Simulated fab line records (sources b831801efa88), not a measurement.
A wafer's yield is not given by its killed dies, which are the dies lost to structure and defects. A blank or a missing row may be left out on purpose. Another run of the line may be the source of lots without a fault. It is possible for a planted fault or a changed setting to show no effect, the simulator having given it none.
A struck lot beside a sound one	flow sky130	32 steps out of a route of 708
Sound: wafers L820.1, L820.2, L820.3. The struck wafers were L832.2, L832.4, L832.6. The cause is named last.
Order at every step that has rows: each side's tool, ch and its chambers, its first start. Under that, the readings that differ: sound wafers	struck wafers	difference of the means	sigmas: that difference in standard deviations of wafers without a fault.
alike: same words and numbers on both sides, and readings whose means sit less than 2 such deviations apart. not compared: any withheld reading, any reading some wafer has no value for, any bound like >300 that may hide the same value, and any number with overlapping values for which the record gives no deviation.
Wherever a step has rows on one side only, a row that says differs or no value, or a row with sigmas, the two part there. Non-overlapping numbers with no deviation appear without sigmas and do not part them. Lack of a reading on every wafer of one side parts them only where that side has two or more wafers.

SKY_PWDE_OVL_MEAS_07:
  sound on overlay-02, day 4 21:23; struck on overlay-01, day 7 02:17
  alike: PWDE_OVL
following that, these wafers have no rows for 1 step: SKY_PWDE_IMPLANT_08.
SKY_PWDE_STRIP_09: strips in O2/N2.
  sound on plasma_asher-01 ch 0,1, day 4 21:34; struck on plasma_asher-04 ch 0,1, day 7 02:28
  alike: drypump_motor_current_A, oes_product_au, strip_time_to_endpoint_s
  not compared: rf_hours_counter_h
SKY_PWDE_TW_MEAS_10:
  sound on film_metro-02, day 4 21:40; struck on film_metro-04, day 7 02:35
  alike: PWDE_TW
then, 7 steps without rows for these wafers: SKY_NWELL_DEHYDRATE_03 (time 60 s); SKY_NWELL_HMDS_04 (prime time 60 s); SKY_NWELL_COAT_05 (resist thk 3000 nm); SKY_NWELL_SOFTBAKE_06; SKY_NWELL_EXPOSE_07 (exposes mask NWM, target cd 840 nm); SKY_NWELL_PEB_08; SKY_NWELL_DEVELOP_09 (develop time 60 s).
SKY_NWELL_OVL_MEAS_10:
  sound on overlay-02, day 5 15:10; struck on overlay-01, day 7 22:10
  alike: NWELL_00_OVL
SKY_NWELL_IMPLANT_11:
  sound on implanter-03 ch 0, day 5 15:12; struck on implanter-01 ch 0, day 7 22:13
reading	sound	struck	difference	sigmas
beam_energy_keV	399.95 399.94 399.96	331.24 331.10 331.13	-68.79	-99 or more
model.implant.rp_nm (nm)	514.2 514.2 514.2	420.1 420.1 420.1	-94.1	
model.implant.drp_nm (nm)	116.9 116.9 116.9	106.2 106.2 106.2	-10.7	
then, 2 steps without rows for these wafers: SKY_NWELL_IMPLANT_12; SKY_NWELL_IMPLANT_13.
SKY_NWELL_STRIP_14: strips in O2/N2.
  sound on plasma_asher-04 ch 0,1, day 5 15:39; struck on plasma_asher-03 ch 0,1, day 7 22:38
  alike: drypump_motor_current_A, oes_product_au, strip_time_to_endpoint_s
  not compared: rf_hours_counter_h
SKY_NWELL_TW_MEAS_15:
  sound on film_metro-03, day 5 15:45; struck on film_metro-02, day 7 22:45
reading	sound	struck	difference	sigmas
NWELL_TW	1834 1839 1831	1775 1773 1767	-63	-4
then, 7 steps without rows for these wafers: SKY_NWELL_DEHYDRATE_16 (time 60 s); SKY_NWELL_HMDS_17 (prime time 60 s); SKY_NWELL_COAT_18 (resist thk 3000 nm); SKY_NWELL_SOFTBAKE_19; SKY_NWELL_EXPOSE_20 (exposes mask NWM COMPLEMENT, target cd 840 nm); SKY_NWELL_PEB_21; SKY_NWELL_DEVELOP_22 (develop time 60 s).
SKY_NWELL_OVL_MEAS_23:
  sound on overlay-02, day 6 10:37; struck on overlay-01, day 8 19:13
  alike: NWELL_01_OVL
following that, these wafers have no rows for 1 step: SKY_NWELL_IMPLANT_24.
SKY_NWELL_STRIP_25: strips in O2/N2.
  sound on plasma_asher-02 ch 0,1, day 6 10:47; struck on plasma_asher-02 ch 0,1, day 8 19:23
  alike: drypump_motor_current_A, oes_product_au, strip_time_to_endpoint_s
  not compared: rf_hours_counter_h
SKY_NWELL_TW_MEAS_26:
  sound on film_metro-04, day 6 10:53; struck on film_metro-04, day 8 19:30
  alike: NWELL_2_TW
then, 1 step without rows for these wafers: SKY_NWELL_CLEAN_27 (cleans in SC1/SC2, time 150 s).
SKY_NWELL_RTA_28: time 30 s.
  sound on rtp_anneal-01 ch 0, day 6 11:01; struck on rtp_anneal-01 ch 0, day 8 19:37
  alike: lamp_power_pct, wafer_temp_C_max
SKY_NWELL_RS_MEAS_29: a four-point-probe measurement.
  sound on film_metro-03, day 6 11:07; struck on film_metro-02, day 8 19:43
reading	sound	struck	difference	sigmas
NWELL_RS (ohm/sq)	622.9 624.3 621.4	653.0 653.6 653.8	+30.6	+16
SKY_PAD_OPEN_PROBE_99:
  the record holds rows for the sound wafers here (prober-01, day 47 05:07) but none for the struck ones

## WHERE THEY PART
At SKY_NWELL_IMPLANT_11 first; at SKY_PAD_OPEN_PROBE_99 last (within this record only).

WHY: what the simulator had put in
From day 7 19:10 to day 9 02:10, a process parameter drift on implanter-01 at SKY_NWELL_IMPLANT_11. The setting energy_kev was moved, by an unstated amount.
